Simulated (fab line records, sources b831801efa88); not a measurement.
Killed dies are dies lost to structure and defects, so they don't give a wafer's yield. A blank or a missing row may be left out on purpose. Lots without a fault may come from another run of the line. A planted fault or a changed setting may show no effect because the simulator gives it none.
A struck lot beside a sound one | flow sky130 | 34 steps out of a route of 708
Sound: wafers L113.1, L113.4, L113.5. Struck: wafers L128.2, L128.3, L128.6. The cause comes at the end.
At each step with rows: each side's tool, then ch and its chambers, then its first start. Under that, the readings that differ: sound wafers | struck wafers | difference of the means | sigmas: that difference in standard deviations of wafers without a fault.
alike: readings whose means differ by less than 2 such deviations, and words and numbers that are the same on both sides. not compared: withheld readings, readings that some wafer has no value for, bounds like >300 that may hide the same value, and numbers for which the record gives no deviation and whose values overlap.
The two part at a step that has a row with sigmas, a row that says differs or no value, or rows on one side only. Numbers that don't overlap but have no deviation are shown without sigmas and don't part them. A reading that every wafer of one side lacks parts them only if that side has two wafers or more.

SKY_FIELD_ISO_BOW_MEAS_00:
  sound on film_metro-02, day 2 16:00; struck on film_metro-04, day 5 19:01
  alike: INCOMING_BOW
then, 1 step without rows for these wafers: SKY_FIELD_ISO_OXIDATION_01 (stabilise 600 s, purge 300 s, target thk 12 nm).
SKY_FIELD_ISO_THK_MEAS_02:
  sound on film_metro-03, day 2 19:44; struck on film_metro-03, day 5 23:07
  reading                         | sound             | struck            | difference | sigmas
  FIELD_ISO_OXIDATION_00_THK (nm) | 12.62 12.50 12.53 | 11.56 11.99 12.02 | -0.69      | -3
SKY_FIELD_ISO_CVD_03: deposits Si3N4 from DCS/NH3, target thk 165 nm, time 2830 s.
  sound on lpcvd-02 ch 1, day 2 19:47; struck on lpcvd-02 ch 1, day 5 23:10
SKY_FIELD_ISO_THK_MEAS_04:
  sound on film_metro-03, day 2 21:34; struck on film_metro-03, day 6 00:57
  alike: FIELD_ISO_CVD_03_THK
then, 8 steps without rows for these wafers: SKY_FIELD_ISO_DEHYDRATE_05 (time 60 s); SKY_FIELD_ISO_HMDS_06 (prime time 60 s); SKY_FIELD_ISO_COAT_07 (resist thk 60 nm); SKY_FIELD_ISO_COAT_08 (resist thk 450 nm); SKY_FIELD_ISO_SOFTBAKE_09 (time 90 s); SKY_FIELD_ISO_EXPOSE_10 (exposes mask FOM, target cd 150 nm); SKY_FIELD_ISO_PEB_11; SKY_FIELD_ISO_DEVELOP_12 (develop time 60 s).
SKY_FIELD_ISO_CD_MEAS_13: target cd 150 nm.
  sound on cd_sem-01, day 3 13:14; struck on cd_sem-02, day 6 19:15
  alike: cd_nm
SKY_FIELD_ISO_ETCH_14: etches BARC in N2/H2, stops on SiO2, time 45.9 s, target depth 60 nm.
  sound on rie_diel-02 ch 0,1,2, day 3 13:21; struck on rie_diel-03 ch 1,2,3, day 6 19:21
  reading               | sound             | struck            | difference | sigmas
  oes_product_au (a.u.) | 0.858 0.858 0.859 | 0.852 0.844 0.851 | -0.009     | -2
  alike: drypump_motor_current_A, throttle_valve_pct
  not compared: rf_hours_counter_h
SKY_FIELD_ISO_ETCH_15: etches the open film in CHF3/O2, stops on Si, target depth 180 nm, time 72 s.
  sound on rie_diel-02 ch 0,1,2, day 3 13:23; struck on rie_diel-03 ch 1,2,3, day 6 19:23
  alike: drypump_motor_current_A, oes_product_au, throttle_valve_pct
  not compared: rf_hours_counter_h
SKY_FIELD_ISO_STRIP_16: strips in O2/N2.
  sound on plasma_asher-03 ch 0,1, day 3 13:27; struck on plasma_asher-03 ch 0,1, day 6 19:27
  alike: drypump_motor_current_A, oes_product_au, strip_time_to_endpoint_s
  not compared: rf_hours_counter_h
SKY_FIELD_ISO_ETCH_17: etches Si in HBr/Cl2/O2, target depth 342 nm, time 97.7 s.
  sound on rie_si-01 ch 0,1,2, day 3 13:33; struck on rie_si-02 ch 0,3, day 6 19:33
  alike: drypump_motor_current_A, oes_product_au, throttle_valve_pct
  not compared: rf_hours_counter_h
then, 5 steps without rows for these wafers: SKY_FIELD_ISO_WET_ETCH_18 (etches Si3N4 in H3PO4, target depth 25 nm, time 286 s); SKY_FIELD_ISO_CLEAN_19 (cleans in SC1/SC2, time 150 s); SKY_FIELD_ISO_CLEAN_20 (cleans in dHF, time 20 s); SKY_FIELD_ISO_WET_ETCH_21 (etches SiO2 in dHF, target depth 20 nm, time 400 s); SKY_FIELD_ISO_OXIDATION_22 (stabilise 600 s, purge 300 s, target thk 10 nm).
SKY_FIELD_ISO_THK_MEAS_23:
  sound on film_metro-04, day 3 15:59; struck on film_metro-04, day 6 21:05
  alike: FIELD_ISO_OXIDATION_01_THK
then, 1 step without rows for these wafers: SKY_FIELD_ISO_CVD_24 (deposits SiO2, target thk 595 nm, time 99.2 s).
SKY_FIELD_ISO_THK_MEAS_25:
  sound on film_metro-02, day 3 16:07; struck on film_metro-02, day 6 21:13
  alike: FIELD_ISO_CVD_24_THK
then, 1 step without rows for these wafers: SKY_FIELD_ISO_ANNEAL_26 (time 1800 s).
SKY_FIELD_ISO_CMP_27: polishes, stops on Si3N4, t overpolish 16 s, target thk 457.8 nm.
  sound on cmp-01 ch 0,2, day 3 17:44; struck on cmp-01 ch 0,2,3, day 6 23:43
  alike: motor_current_A, overpolish_run_s, time_to_endpoint_s
then, 5 steps without rows for these wafers: SKY_FIELD_ISO_WET_ETCH_28 (etches SiO2 in dHF, target depth 23.7 nm, time 47 s); SKY_FIELD_ISO_WET_ETCH_29 (etches Si3N4 in H3PO4, target depth 160 nm, time 1825 s); SKY_FIELD_ISO_WET_ETCH_30 (etches SiO2 in dHF, target depth 25 nm, time 50 s); SKY_NWELL_CLEAN_00 (cleans in SC1/SC2, time 150 s); SKY_NWELL_OXIDATION_01 (stabilise 600 s, purge 300 s, target thk 10 nm).
-- the record jumps here: 44 days lie between the struck wafers' starts before and after (it left off in module NWELL and takes up again in module PAD_OPEN, whose first step shown is number 708 of the route) --
SKY_PAD_OPEN_PROBE_99:
  sound on prober-02, day 47 05:44; struck on prober-01, day 50 15:24
  reading             | sound    | struck      | difference | sigmas
  killed_at_front_end | 20 18 14 | 59 64 56    | +42        | +9
  killed_dies         | 84 92 89 | 142 140 121 | +46        | +5
  alike: killed_at_M0_to_M3, killed_at_M4_up, killed_at_contacts, killed_at_other, killed_open, killed_short

WHERE THEY PART
First at SKY_FIELD_ISO_THK_MEAS_02; last, within this record, at SKY_PAD_OPEN_PROBE_99.

WHY: what the simulator had put in
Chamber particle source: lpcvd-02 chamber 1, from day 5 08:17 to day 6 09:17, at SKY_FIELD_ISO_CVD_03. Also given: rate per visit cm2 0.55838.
